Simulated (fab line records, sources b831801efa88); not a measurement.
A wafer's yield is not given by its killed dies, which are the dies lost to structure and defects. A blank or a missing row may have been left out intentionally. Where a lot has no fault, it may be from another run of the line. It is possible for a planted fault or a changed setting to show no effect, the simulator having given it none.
fab line records	flow sky130
[record] lots = 6	wafers = 18	last-day = 49
route steps=708 shown DNWELL@42 PWDE@45 NWELL@56 PAD_OPEN@708
lots that met no fault: taken from a fault-free run of the same line
start-h: start of the lot's first displayed wafer, in hours after the record's first day	wait-h: time in hours since the lot's previous step	" repeats the value in the row above	L1.1+2: several wafers, shown together as one row	- no value, or no start was given	* or withheld: withheld	< > ~ a bound
route shown NAME@n: NAME is a module with steps in the file, n the number in the route of the first one	usual: mean/standard deviation of fault-free wafers	same: alike in all rows	chamber/n: place in a boat	sites: readings site by site	_std_site: standard deviation across them	_edge_site: inner sites' mean taken away from outer sites' mean	radius-mm: how far each site lies from the wafer's centre	mask NAME#n: copy n	behind: the tool/chamber that last shaped the wafer	hold: cause of the lot's hold/its duration in hours/its outcome	device: the transistor (n, p or np) that didn't switch	end of line: at the end of the route, the tests of the same wafers	a step with no rows: only its recipe	killed: dies lost to structure and defects at the first sort, not the wafer's yield	map: a wafer's dies, x killed, . not, _ none there
set.NAME: the setting as run; set.NAME@STEP: as run at that earlier step	model.NAME: the simulator's own value behind a step, which no gauge read
lots seen at some steps along the route; tables by step, rows by wafer
services: when a tool's chamber went out of use (start-h, in hours from the record's first day, below 0 if earlier), for how many hours, and the reason
[[steps]]
[step SKY_DNWELL_IMPLANT_07]
[recipe] species = P	energy-kev = withheld	dose-cm2 = withheld	tilt-deg = withheld
[step SKY_DNWELL_STRIP_08]
[recipe] chemistry = O2/N2	power-w = 1400	pressure-mtorr = 1500	platen-temp-c = withheld	o2-flow-sccm = 3000	n2-flow-sccm = 300	overash-fraction = 0.5
[usual] chamber-pressure-mTorr = 1500.0/1.4	drypump-motor-current-A = 5.8/0.59	oes-product-au = 0.722/0.0052	strip-time-to-endpoint-s = 36.95/0.093
lot.wafer	tool	chamber	start-h	wait-h	chamber-pressure-mTorr	drypump-motor-current-A	oes-product-au	rf-hours-counter-h	strip-time-to-endpoint-s
L424.3	plasma-asher-04	0	66.38	0.1	1500.0	4.7	0.719	-	37.00
L424.4	"	1	"	"	1499.7	5.4	0.714	-	37.02
L424.6	"	0	"	"	1498.6	4.7	0.726	-	36.93
L426.2	plasma-asher-02	0	75.04	0.1	1501.2	6.6	0.715	39	37.07
L426.4	"	1	"	"	1500.0	6.1	0.738	-	37.03
L426.5	"	0	"	"	1499.3	6.6	0.726	-	36.94
L427.2	plasma-asher-04	1	77.74	0.1	1500.4	5.4	0.722	25	36.90
L427.4	"	1	"	"	1500.5	5.4	0.729	-	36.90
L427.5	"	1	"	"	1498.9	5.4	0.720	-	36.93
L428.2	plasma-asher-04	0	84.49	0.1	1499.3	4.7	0.719	26	36.88
L428.4	"	0	"	"	1498.4	4.7	0.717	-	37.01
L428.6	"	0	"	"	1499.8	4.7	0.718	-	36.88
L436.3	plasma-asher-02	0	129.28	0.1	1501.3	6.6	0.715	-	36.84
L436.5	"	1	"	"	1501.3	6.1	0.719	-	36.93
L436.6	"	0	"	"	1498.5	6.6	0.719	-	36.96
L439.1	plasma-asher-02	1	146.04	0.1	1499.0	6.1	0.724	47	36.93
L439.3	"	1	"	"	1497.3	6.1	0.725	-	36.98
L439.5	"	0	"	"	1499.6	6.6	0.725	-	36.85
[step SKY_DNWELL_TW_MEAS_09]
[usual] DNWELL_TW = 1123/7
lot.wafer	tool	chamber	start-h	wait-h	DNWELL_TW
L424.3	film-metro-03	-	66.47	0.1	1129
L424.4	"	-	"	"	1124
L424.6	"	-	"	"	1124
L426.2	film-metro-02	-	75.15	0.1	1105
L426.4	"	-	"	"	1103
L426.5	"	-	"	"	1110
L427.2	film-metro-04	-	77.85	0.1	1131
L427.4	"	-	"	"	1125
L427.5	"	-	"	"	1127
L428.2	film-metro-04	-	84.60	0.1	1119
L428.4	"	-	"	"	1118
L428.6	"	-	"	"	1120
L436.3	film-metro-03	-	129.37	0.1	1120
L436.5	"	-	"	"	1120
L436.6	"	-	"	"	1122
L439.1	film-metro-04	-	146.14	0.1	1121
L439.3	"	-	"	"	1125
L439.5	"	-	"	"	1126
[step SKY_PWDE_DEHYDRATE_00]
[recipe] temp-c = 200	time-s = 60
[step SKY_PWDE_HMDS_01]
[recipe] prime-time-s = 60	prime-temp-c = 120
[step SKY_PWDE_COAT_02]
[recipe] spin-rpm = 2000	resist-thk-nm = 3000
[step SKY_PWDE_SOFTBAKE_03]
[recipe] temp-c = 110	time-s = withheld
[step SKY_PWDE_EXPOSE_04]
[recipe] mask-id = PWDEM	na = 0.6	source-shape = conventional	sigma-outer = 0.6	polarization = unpolarized	target-cd-nm = 840	dose-mj = 214
[step SKY_PWDE_PEB_05]
[recipe] temp-c = 115	time-s = withheld
[step SKY_PWDE_DEVELOP_06]
[recipe] wall-angle-deg = 90	developer = TMAH	develop-time-s = 60	dev-temp-c = 23
[step SKY_PWDE_OVL_MEAS_07]
[usual] PWDE_OVL = 0.4/1.5
lot.wafer	tool	chamber	start-h	wait-h	PWDE_OVL[nm]
L424.3	overlay-01	-	83.30	-	-1.2
L424.4	"	-	"	"	-0.8
L424.6	"	-	"	"	-0.9
L426.2	overlay-02	-	92.44	-	4.4
L426.4	"	-	"	"	4.5
L426.5	"	-	"	"	3.9
L427.2	overlay-02	-	95.35	-	0.9
L427.4	"	-	"	"	-0.3
L427.5	"	-	"	"	0.0
L428.2	overlay-01	-	100.64	-	0.6
L428.4	"	-	"	"	1.5
L428.6	"	-	"	"	0.4
L436.3	overlay-01	-	148.81	-	-1.2
L436.5	"	-	"	"	0.1
L436.6	"	-	"	"	-0.3
L439.1	overlay-01	-	165.95	-	0.6
L439.3	"	-	"	"	-1.0
L439.5	"	-	"	"	-1.2
[step SKY_PWDE_IMPLANT_08]
[recipe] species = B	energy-kev = 150	dose-cm2 = 3.6e+12	tilt-deg = withheld
[step SKY_PWDE_STRIP_09]
[recipe] chemistry = O2/N2	power-w = 1400	pressure-mtorr = 1500	platen-temp-c = withheld	o2-flow-sccm = 3000	n2-flow-sccm = 300	overash-fraction = 0.5
[usual] chamber-pressure-mTorr = 1499.9/1.4	drypump-motor-current-A = 6.0/0.4	oes-product-au = 0.723/0.0046	strip-time-to-endpoint-s = 36.93/0.1
lot.wafer	tool	chamber	start-h	wait-h	chamber-pressure-mTorr	drypump-motor-current-A	oes-product-au	rf-hours-counter-h	strip-time-to-endpoint-s
L424.3	plasma-asher-01	0	83.50	0.1	1500.8	5.8	0.719	-	36.99
L424.4	"	1	"	"	1499.3	5.6	0.726	-	37.03
L424.6	"	0	"	"	1499.7	5.9	0.723	-	37.00
L426.2	plasma-asher-02	1	92.62	0.1	1499.1	6.0	0.726	41	36.86
L426.4	"	0	"	"	1502.2	6.6	0.726	-	36.81
L426.5	"	1	"	"	1500.1	6.1	0.729	-	36.87
L427.2	plasma-asher-01	0	95.53	0.1	1498.2	5.8	0.722	41	36.90
L427.4	"	1	"	"	1499.2	5.6	0.725	-	36.94
L427.5	"	0	"	"	1498.3	5.8	0.722	-	36.91
L428.2	plasma-asher-01	0	100.82	0.1	1500.3	5.8	0.721	42	36.90
L428.4	"	1	"	"	1500.9	5.7	0.716	-	36.79
L428.6	"	0	"	"	1500.6	5.8	0.725	-	36.80
L436.3	plasma-asher-02	1	149.02	0.1	1501.7	6.1	0.717	-	36.78
L436.5	"	1	"	"	1499.7	6.1	0.727	-	36.73
L436.6	"	0	"	"	1500.8	6.6	0.726	-	36.77
L439.1	plasma-asher-03	1	166.13	0.1	1500.0	5.5	0.722	5	37.14
L439.3	"	1	"	"	1501.7	5.5	0.731	-	37.06
L439.5	"	1	"	"	1502.0	5.5	0.722	-	37.12
[step SKY_PWDE_TW_MEAS_10]
[usual] PWDE_TW = 377.5/2.8
lot.wafer	tool	chamber	start-h	wait-h	PWDE_TW
L424.3	film-metro-03	-	83.59	0.1	381.8
L424.4	"	-	"	"	382.6
L424.6	"	-	"	"	381.0
L426.2	film-metro-03	-	92.73	0.1	379.0
L426.4	"	-	"	"	382.4
L426.5	"	-	"	"	380.6
L427.2	film-metro-02	-	95.64	0.1	372.3
L427.4	"	-	"	"	373.8
L427.5	"	-	"	"	373.4
L428.2	film-metro-04	-	100.93	0.1	378.1
L428.4	"	-	"	"	376.7
L428.6	"	-	"	"	378.3
L436.3	film-metro-04	-	149.10	0.1	376.8
L436.5	"	-	"	"	376.2
L436.6	"	-	"	"	377.8
L439.1	film-metro-04	-	166.23	0.1	377.7
L439.3	"	-	"	"	378.4
L439.5	"	-	"	"	377.8
[step SKY_NWELL_DEHYDRATE_03]
[recipe] temp-c = 200	time-s = 60
[step SKY_NWELL_HMDS_04]
[recipe] prime-time-s = 60	prime-temp-c = 120
[step SKY_NWELL_COAT_05]
[recipe] spin-rpm = 2000	resist-thk-nm = 3000
[step SKY_NWELL_SOFTBAKE_06]
[recipe] temp-c = 110	time-s = withheld
[step SKY_NWELL_EXPOSE_07]
[recipe] mask-id = NWM	na = 0.6	source-shape = conventional	sigma-outer = 0.6	polarization = unpolarized	target-cd-nm = 840	dose-mj = 255
[step SKY_NWELL_PEB_08]
[recipe] temp-c = 115	time-s = withheld
[step SKY_NWELL_DEVELOP_09]
[recipe] wall-angle-deg = 90	developer = TMAH	develop-time-s = 60	dev-temp-c = 23
[step SKY_NWELL_OVL_MEAS_10]
[usual] NWELL_00_OVL = -0.3/1.4
lot.wafer	tool	chamber	start-h	wait-h	NWELL_00_OVL[nm]
L424.3	overlay-01	-	100.26	-	-0.8
L424.4	"	-	"	"	-1.7
L424.6	"	-	"	"	-0.7
L426.2	overlay-01	-	110.29	-	-2.1
L426.4	"	-	"	"	-2.3
L426.5	"	-	"	"	-1.7
L427.2	overlay-01	-	113.65	-	-2.1
L427.4	"	-	"	"	-3.4
L427.5	"	-	"	"	-3.4
L428.2	overlay-02	-	119.50	-	-1.7
L428.4	"	-	"	"	-3.2
L428.6	"	-	"	"	-2.4
L436.3	overlay-01	-	168.44	-	-0.7
L436.5	"	-	"	"	-1.5
L436.6	"	-	"	"	-0.6
L439.1	overlay-02	-	187.13	-	-0.3
L439.3	"	-	"	"	0.7
L439.5	"	-	"	"	0.2
[step SKY_NWELL_IMPLANT_11]
[recipe] species = P	energy-kev = 400	dose-cm2 = 1.9e+13	tilt-deg = withheld
[step SKY_NWELL_IMPLANT_12]
[recipe] species = P	energy-kev = 120	dose-cm2 = 1.3e+12	tilt-deg = withheld
[step SKY_NWELL_IMPLANT_13]
[recipe] species = P	energy-kev = 50	dose-cm2 = 7e+11	tilt-deg = withheld
[step SKY_NWELL_STRIP_14]
[recipe] chemistry = O2/N2	power-w = 1400	pressure-mtorr = 1500	platen-temp-c = withheld	o2-flow-sccm = 3000	n2-flow-sccm = 300	overash-fraction = 0.5
[usual] chamber-pressure-mTorr = 1500.0/1.5	drypump-motor-current-A = 5.4/0.37	oes-product-au = 0.722/0.0048	strip-time-to-endpoint-s = 36.99/0.095
lot.wafer	tool	chamber	start-h	wait-h	chamber-pressure-mTorr	drypump-motor-current-A	oes-product-au	rf-hours-counter-h	strip-time-to-endpoint-s
L424.3	plasma-asher-04	0	100.77	0.1	1497.9	4.7	0.717	-	37.00
L424.4	"	1	"	"	1499.8	5.4	0.723	-	37.04
L424.6	"	1	"	"	1501.9	5.3	0.723	-	36.83
L426.2	plasma-asher-01	1	110.77	0.1	1499.0	5.7	0.714	43	36.79
L426.4	"	1	"	"	1499.9	5.7	0.718	-	36.91
L426.5	"	1	"	"	1501.6	5.6	0.718	-	36.84
L427.2	plasma-asher-04	0	114.13	0.1	1501.0	4.7	0.724	29	37.07
L427.4	"	0	"	"	1499.5	4.7	0.711	-	37.15
L427.5	"	1	"	"	1498.4	5.4	0.723	-	37.03
L428.2	plasma-asher-01	1	119.98	0.1	1500.7	5.6	0.721	44	36.99
L428.4	"	1	"	"	1500.1	5.6	0.723	-	37.17
L428.6	"	1	"	"	1499.1	5.6	0.721	-	36.95
L436.3	plasma-asher-04	1	168.95	0.1	1499.2	5.4	0.720	-	36.99
L436.5	"	1	"	"	1497.2	5.4	0.725	-	37.06
L436.6	"	0	"	"	1498.8	4.7	0.722	-	36.95
L439.1	plasma-asher-04	1	187.62	0.1	1497.7	5.4	0.732	37	36.90
L439.3	"	1	"	"	1500.2	5.4	0.728	-	36.82
L439.5	"	0	"	"	1501.7	4.7	0.712	-	36.94
[step SKY_NWELL_TW_MEAS_15]
[usual] NWELL_TW = 1834/9.1
lot.wafer	tool	chamber	start-h	wait-h	NWELL_TW
L424.3	film-metro-02	-	100.85	0.1	1830
L424.4	"	-	"	"	1826
L424.6	"	-	"	"	1823
L426.2	film-metro-02	-	110.88	0.1	1838
L426.4	"	-	"	"	1827
L426.5	"	-	"	"	1828
L427.2	film-metro-03	-	114.24	0.1	1844
L427.4	"	-	"	"	1844
L427.5	"	-	"	"	1832
L428.2	film-metro-03	-	120.09	0.1	1841
L428.4	"	-	"	"	1847
L428.6	"	-	"	"	1849
L436.3	film-metro-03	-	169.04	0.1	1832
L436.5	"	-	"	"	1837
L436.6	"	-	"	"	1834
L439.1	film-metro-04	-	187.72	0.1	1841
L439.3	"	-	"	"	1824
L439.5	"	-	"	"	1835
[step SKY_NWELL_DEHYDRATE_16]
[recipe] temp-c = 200	time-s = 60
[step SKY_NWELL_HMDS_17]
[recipe] prime-time-s = 60	prime-temp-c = 120
[step SKY_NWELL_COAT_18]
[recipe] spin-rpm = 2000	resist-thk-nm = 3000
[step SKY_NWELL_SOFTBAKE_19]
[recipe] temp-c = 110	time-s = withheld
[step SKY_NWELL_EXPOSE_20]
[recipe] mask-id = NWM_COMPLEMENT	na = 0.6	source-shape = conventional	sigma-outer = 0.6	polarization = unpolarized	target-cd-nm = 840	dose-mj = 260
[step SKY_NWELL_PEB_21]
[recipe] temp-c = 115	time-s = withheld
[step SKY_NWELL_DEVELOP_22]
[recipe] wall-angle-deg = 90	developer = TMAH	develop-time-s = 60	dev-temp-c = 23
[step SKY_NWELL_OVL_MEAS_23]
[usual] NWELL_01_OVL = -0.2/1.2
lot.wafer	tool	chamber	start-h	wait-h	NWELL_01_OVL[nm]
L424.3	overlay-01	-	119.44	-	-0.1
L424.4	"	-	"	"	1.3
L424.6	"	-	"	"	2.7
L426.2	overlay-02	-	129.20	-	-2.5
L426.4	"	-	"	"	-3.1
L426.5	"	-	"	"	-3.4
L427.2	overlay-01	-	132.75	-	0.3
L427.4	"	-	"	"	-1.1
L427.5	"	-	"	"	-1.0
L428.2	overlay-02	-	138.25	-	0.8
L428.4	"	-	"	"	-0.1
L428.6	"	-	"	"	0.2
L436.3	overlay-01	-	190.05	-	-1.2
L436.5	"	-	"	"	0.2
L436.6	"	-	"	"	-0.4
L439.1	overlay-02	-	209.45	-	-0.6
L439.3	"	-	"	"	0.5
L439.5	"	-	"	"	1.6
[step SKY_NWELL_IMPLANT_24]
[recipe] species = B	energy-kev = 140	dose-cm2 = 9.2e+12	tilt-deg = withheld
[step SKY_NWELL_STRIP_25]
[recipe] chemistry = O2/N2	power-w = 1400	pressure-mtorr = 1500	platen-temp-c = withheld	o2-flow-sccm = 3000	n2-flow-sccm = 300	overash-fraction = 0.5
[usual] chamber-pressure-mTorr = 1499.9/1.4	drypump-motor-current-A = 5.4/0.39	oes-product-au = 0.722/0.0044	strip-time-to-endpoint-s = 36.94/0.11
lot.wafer	tool	chamber	start-h	wait-h	chamber-pressure-mTorr	drypump-motor-current-A	oes-product-au	rf-hours-counter-h	strip-time-to-endpoint-s
L424.3	plasma-asher-01	0	119.65	0.1	1501.2	5.8	0.717	-	37.00
L424.4	"	1	"	"	1502.1	5.6	0.720	-	36.97
L424.6	"	0	"	"	1497.1	5.9	0.716	-	36.98
L426.2	plasma-asher-04	1	129.38	0.1	1497.9	5.4	0.726	31	36.81
L426.4	"	1	"	"	1498.9	5.4	0.722	-	36.90
L426.5	"	0	"	"	1499.8	4.7	0.721	-	36.89
L427.2	plasma-asher-04	1	132.93	0.1	1501.0	5.4	0.723	31	37.05
L427.4	"	1	"	"	1499.5	5.4	0.717	-	36.96
L427.5	"	0	"	"	1499.3	4.7	0.730	-	37.03
L428.2	plasma-asher-04	0	138.43	0.1	1502.2	4.7	0.723	32	37.10
L428.4	"	0	"	"	1500.3	4.8	0.731	-	37.08
L428.6	"	1	"	"	1499.0	5.4	0.718	-	37.05
L436.3	plasma-asher-03	1	190.26	0.1	1500.2	5.5	0.712	-	36.87
L436.5	"	1	"	"	1498.9	5.5	0.729	-	36.91
L436.6	"	0	"	"	1501.8	5.6	0.723	-	36.85
L439.1	plasma-asher-01	0	209.63	0.1	1500.0	5.8	0.722	51	37.00
L439.3	"	1	"	"	1500.2	5.6	0.723	-	36.86
L439.5	"	1	"	"	1502.6	5.6	0.728	-	36.92
[step SKY_NWELL_TW_MEAS_26]
[usual] NWELL_2_TW = 500.7/2.8
lot.wafer	tool	chamber	start-h	wait-h	NWELL_2_TW
L424.3	film-metro-03	-	119.74	0.1	499.3
L424.4	"	-	"	"	499.8
L424.6	"	-	"	"	497.7
L426.2	film-metro-04	-	129.49	0.1	504.6
L426.4	"	-	"	"	502.9
L426.5	"	-	"	"	505.0
L427.2	film-metro-03	-	133.04	0.1	501.5
L427.4	"	-	"	"	502.0
L427.5	"	-	"	"	502.0
L428.2	film-metro-04	-	138.54	0.1	501.7
L428.4	"	-	"	"	503.6
L428.6	"	-	"	"	504.5
L436.3	film-metro-02	-	190.35	0.1	499.4
L436.5	"	-	"	"	500.8
L436.6	"	-	"	"	497.6
L439.1	film-metro-04	-	209.73	0.1	504.4
L439.3	"	-	"	"	506.1
L439.5	"	-	"	"	503.7
[step SKY_NWELL_CLEAN_27]
[recipe] chemistry = SC1/SC2	mix = 1:4:20	temp-c = 70	time-s = 150	dry = n2-spin
[step SKY_NWELL_RTA_28]
[recipe] temp-c = 1050	time-s = 30	idle-temp-c = 650	ramp-up-c-per-s = 150	ramp-down-c-per-s = 90	ambient = N2
[usual] lamp-power-pct = 25.30/0.051	wafer_temp_C_max = 1055.0/1.1
lot.wafer	tool	chamber	start-h	wait-h	lamp-power-pct	wafer_temp_C_max
L424.3	rtp-anneal-02	0	119.91	0.0	25.30	1053.2
L424.4	"	0	"	"	25.26	1057.6
L424.6	"	0	"	"	25.25	1056.3
L426.2	rtp-anneal-01	0	129.65	0.0	25.22	1054.3
L426.4	"	0	"	"	25.36	1053.8
L426.5	"	0	"	"	25.22	1054.3
L427.2	rtp-anneal-02	0	133.16	0.0	25.33	1054.0
L427.4	"	0	"	"	25.38	1054.8
L427.5	"	0	"	"	25.31	1055.4
L428.2	rtp-anneal-01	0	138.65	0.0	25.27	1055.9
L428.4	"	0	"	"	25.32	1054.5
L428.6	"	0	"	"	25.30	1054.8
L436.3	rtp-anneal-02	0	190.47	0.0	25.29	1055.3
L436.5	"	0	"	"	25.39	1053.8
L436.6	"	0	"	"	25.24	1055.2
L439.1	rtp-anneal-02	0	209.84	0.0	25.30	1053.9
L439.3	"	0	"	"	25.19	1054.8
L439.5	"	0	"	"	25.28	1055.8
[step SKY_NWELL_RS_MEAS_29]
[recipe] thk-meas-gauge = four-point-probe
[usual] NWELL_RS = 625.1/1.4
lot.wafer	tool	chamber	start-h	wait-h	NWELL_RS[ohm/sq]
L424.3	film-metro-04	-	120.02	0.1	626.9
L424.4	"	-	"	"	624.6
L424.6	"	-	"	"	623.5
L426.2	film-metro-03	-	129.76	0.1	624.0
L426.4	"	-	"	"	624.0
L426.5	"	-	"	"	625.2
L427.2	film-metro-04	-	133.26	0.1	625.7
L427.4	"	-	"	"	623.6
L427.5	"	-	"	"	622.8
L428.2	film-metro-03	-	138.76	0.1	623.6
L428.4	"	-	"	"	623.6
L428.6	"	-	"	"	624.0
L436.3	film-metro-03	-	190.58	0.1	626.4
L436.5	"	-	"	"	625.5
L436.6	"	-	"	"	625.9
L439.1	film-metro-03	-	209.94	0.1	626.4
L439.3	"	-	"	"	626.6
L439.5	"	-	"	"	627.1
[step SKY_PAD_OPEN_PROBE_99]
[usual] killed_at_M0_to_M3 = 42/7.6	killed_at_M4_up = 2.9/1.7	killed-at-contacts = 24/5.1	killed-at-front-end = 15/4	killed-at-other = 0.2/0.38	killed-dies = 84/9.9	killed-open = 46/7.2	killed-short = 38/6.6
[same] gross-dies = 492	killed-at-back-side = 0
lot.wafer	tool	chamber	start-h	wait-h	killed_at_M0_to_M3	killed_at_M4_up	killed-at-contacts	killed-at-front-end	killed-at-other	killed-dies	killed-open	killed-short
L424.3	prober-02	-	1091.76	0.2	39	0	31	16	0	86	44	42
L424.4	prober-02	-	1091.81	0.2	42	3	29	18	0	92	48	44
L424.6	prober-02	-	1091.91	0.2	45	1	22	15	0	83	48	35
L427.2	prober-01	-	1106.84	0.1	37	3	18	74	0	132	30	43
L427.4	prober-01	-	1106.94	0.2	36	3	25	76	0	140	54	27
L427.5	prober-01	-	1106.99	0.2	57	4	16	59	0	136	41	44
L428.2	prober-02	-	1116.39	0.1	45	2	28	76	0	151	44	57
L428.4	prober-02	-	1116.49	0.2	34	6	29	68	0	137	42	42
L428.6	prober-02	-	1116.59	0.2	48	4	26	58	0	136	44	44
L436.3	prober-02	-	1158.55	0.2	51	3	25	11	1	91	51	40
L436.5	prober-02	-	1158.65	0.2	32	3	29	13	0	77	49	28
L436.6	prober-02	-	1158.70	0.2	39	1	26	13	0	79	51	28
L439.1	prober-01	-	1181.30	0.1	30	5	25	10	0	70	45	25
L439.3	prober-01	-	1181.40	0.2	44	5	23	16	0	88	51	37
L439.5	prober-01	-	1181.50	0.2	37	2	26	16	0	81	49	32
// killed by level:class
L424.3 CONTACT:geometric-particle:open=10 LI_CONTACT:geometric-particle:open=8 FIELD_ISO:geometric-particle:short=7 CONTACT:geometric-particle:short=7 VIA1:geometric-particle:open=7 METAL2:geometric-particle:short=6 FIELD_ISO:geometric-particle:open=5 VIA2:geometric-particle:open=5
L424.4 LI_CONTACT:geometric-particle:open=9 VIA1:geometric-particle:short=8 CONTACT:geometric-particle:open=7 LOCAL_INTERCONNECT:geometric-particle:short=6 METAL1:geometric-particle:short=6 VIA2:geometric-particle:open=6 FIELD_ISO:geometric-particle:short=5 VIA1:geometric-particle:open=5
L424.6 CONTACT:geometric-particle:open=9 VIA1:geometric-particle:open=9 METAL2:geometric-particle:short=7 VIA3:geometric-particle:open=7 VIA2:geometric-particle:open=5 LI_CONTACT:geometric-particle:short=4 LI_CONTACT:geometric-particle:open=4 VIA2:geometric-particle:short=4
L427.2 PWDE:unspecified=59 CONTACT:geometric-particle:open=6 VIA2:geometric-particle:short=6 METAL1:geometric-particle:short=5 METAL2:geometric-particle:short=5 VIA2:geometric-particle:open=5 VIA3:geometric-particle:open=5 LI_CONTACT:geometric-particle:open=4
L427.4 PWDE:unspecified=59 CONTACT:geometric-particle:open=13 VIA1:geometric-particle:open=10 LI_CONTACT:geometric-particle:open=9 VIA2:geometric-particle:open=6 METAL2:geometric-particle:short=5 VIA3:geometric-particle:open=4 VIA3:geometric-particle:short=4
L427.5 PWDE:unspecified=51 VIA3:geometric-particle:open=10 VIA1:geometric-particle:open=10 VIA1:geometric-particle:short=6 VIA2:geometric-particle:short=6 VIA3:geometric-particle:short=5 CONTACT:geometric-particle:open=5 METAL1:geometric-particle:short=5
L428.2 PWDE:unspecified=50 VIA1:geometric-particle:open=11 FIELD_ISO:geometric-particle:open=9 LOCAL_INTERCONNECT:geometric-particle:short=8 FIELD_ISO:geometric-particle:short=7 CONTACT:geometric-particle:open=7 METAL2:geometric-particle:short=7 VIA1:geometric-particle:short=7
L428.4 PWDE:unspecified=53 CONTACT:geometric-particle:open=10 CONTACT:geometric-particle:short=7 FIELD_ISO:geometric-particle:short=6 VIA1:geometric-particle:open=6 VIA3:geometric-particle:short=6 VIA3:geometric-particle:open=6 VIA2:geometric-particle:open=5
L428.6 PWDE:unspecified=48 CONTACT:geometric-particle:open=12 VIA1:geometric-particle:open=10 METAL2:geometric-particle:short=9 CONTACT:geometric-particle:short=6 VIA3:geometric-particle:open=5 VIA3:geometric-particle:short=5 LI_CONTACT:geometric-particle:short=4
L436.3 VIA1:geometric-particle:open=11 VIA2:geometric-particle:open=10 CONTACT:geometric-particle:open=7 CONTACT:geometric-particle:short=7 LI_CONTACT:geometric-particle:open=6 METAL1:geometric-particle:short=6 VIA3:geometric-particle:open=6 LOCAL_INTERCONNECT:geometric-particle:short=5
L436.5 LI_CONTACT:geometric-particle:open=10 CONTACT:geometric-particle:open=9 VIA2:geometric-particle:open=9 POLY_GATE:geometric-particle:short=6 VIA1:geometric-particle:open=5 METAL2:geometric-particle:short=5 CONTACT:geometric-particle:short=4 POLY_GATE:geometric-particle:open=3
L436.6 LI_CONTACT:geometric-particle:open=10 VIA2:geometric-particle:open=10 CONTACT:geometric-particle:open=9 FIELD_ISO:geometric-particle:short=6 VIA1:geometric-particle:open=6 METAL1:geometric-particle:short=4 VIA1:geometric-particle:short=3 VIA3:geometric-particle:short=3
L439.1 CONTACT:geometric-particle:open=9 VIA3:geometric-particle:open=9 LI_CONTACT:geometric-particle:open=8 VIA1:geometric-particle:open=6 FIELD_ISO:geometric-particle:open=4 CONTACT:geometric-particle:short=4 VIA3:geometric-particle:short=3 POLY_GATE:geometric-particle:short=2
L439.3 VIA1:geometric-particle:open=12 CONTACT:geometric-particle:open=12 METAL1:geometric-particle:short=9 FIELD_ISO:geometric-particle:open=7 VIA3:geometric-particle:open=7 LI_CONTACT:geometric-particle:open=5 METAL4:geometric-particle:short=5 VIA3:geometric-particle:short=4
L439.5 METAL1:geometric-particle:short=9 LI_CONTACT:geometric-particle:open=9 CONTACT:geometric-particle:open=9 VIA1:geometric-particle:open=8 VIA3:geometric-particle:open=6 FIELD_ISO:geometric-particle:open=5 FIELD_ISO:geometric-particle:short=4 POLY_GATE:geometric-particle:open=4
// map L427.4 (x killed, . not)
__________........x._________
________x...x..x......_______
______.................._____
_____.x..........x..x....____
____.....xx...x....x......___
___.x.................x..x.__
__..x.....x..x.............._
_.x...........x...........xx.
_.........x......x.........x.
_................x.x.......x.
_...x..x...x..xx...xx...xxx..
_........x.......x.x.........
_.x.....xxx....xx.x..xxx.....
_....xx.x.x.xxxxxxx..x.x.....
_x.....xx..xxxxxxx.xxx.......
__....xx.xxxxxxxx....x...x.._
___......xxxxxxxxxx.x.xx...__
____x.x..xxxxxxxxxx.xxx.xx___
_____x...x.xxxxx.....x.xx____
______....xxxxxx...x...._____
________.x.xxx........_______
__________..x......._________
// map L428.2 (x killed, . not)
__________.x.x....x._________
________........x....x_______
______x.........xx.xx..x_____
_____x..............xxxxx____
____....x...x.x..xxxxxxxxx___
___..........x.xxxxxxxxxxxx__
__.x........xx....xxxxxxxxxx_
_...x......x..x.xxxxxxxxxxxx.
_......x...xx...x.xxxxxxxx...
_....xx....x.....xxx.....x...
_...xx.x.xx...x.x....x.x..xx.
_x...................x.x.....
_...x...........x..xxx.x....x
_.x.x.........x..x.x..x......
_x...x..x...xxx....xx.....x..
__.......x............x....._
___x..............x.x......__
____..xxx.x...x.x..x..x...___
_____..x....xx....x.x...x____
______x.....xx.x........_____
________..........x..._______
__________x.....x..._________
[[services]]
tool	chamber	start-h	hours	kind
plasma-asher-03	-	92.59	10.3	repair
plasma-asher-03	-	108.75	9.0	pm
plasma-asher-03	0	108.75	9.0	vent-cycle
plasma-asher-03	1	108.75	9.0	vent-cycle
plasma-asher-03	0	117.75	-	clean
plasma-asher-03	1	117.75	-	clean
plasma-asher-01	-	127.37	2.8	pm
plasma-asher-01	-	178.17	14.6	pm
rtp-anneal-02	-	186.17	2.9	pm
[[key]]
[first-sign] step = SKY_PAD_OPEN_PROBE_99	reading = killed-at-front-end	direction = up	sigmas = 14	usual = 15	struck = 68
[effect] step = SKY_PAD_OPEN_PROBE_99	reading = killed-dies	direction = up	sigmas = 5.6	usual = 84	struck = 139
met-at SKY_PWDE_STRIP_09
struck-wafers L427.2,L427.4,L427.5,L428.2,L428.4,L428.6
tester-left-out L427,L428
onset-between 83.50 95.53
also-fits SKY_DNWELL_STRIP_08:plasma-asher-04,SKY_NWELL_STRIP_25:plasma-asher-04
[fault] kind = chamber-particle-source	tool = plasma-asher-01	chamber = -	onset-h = 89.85	steps = SKY_PWDE_STRIP_09	rate-per-visit-cm2 = 0.96529	end-h = 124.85
// tester-left-out: of these lots the tester's yield and bins aren't shown, on N5 and GAA mostly nor the transistor test; their killed dies are dies lost to structure and defects alone, not to doping, threshold or leakage, so they don't give the yield
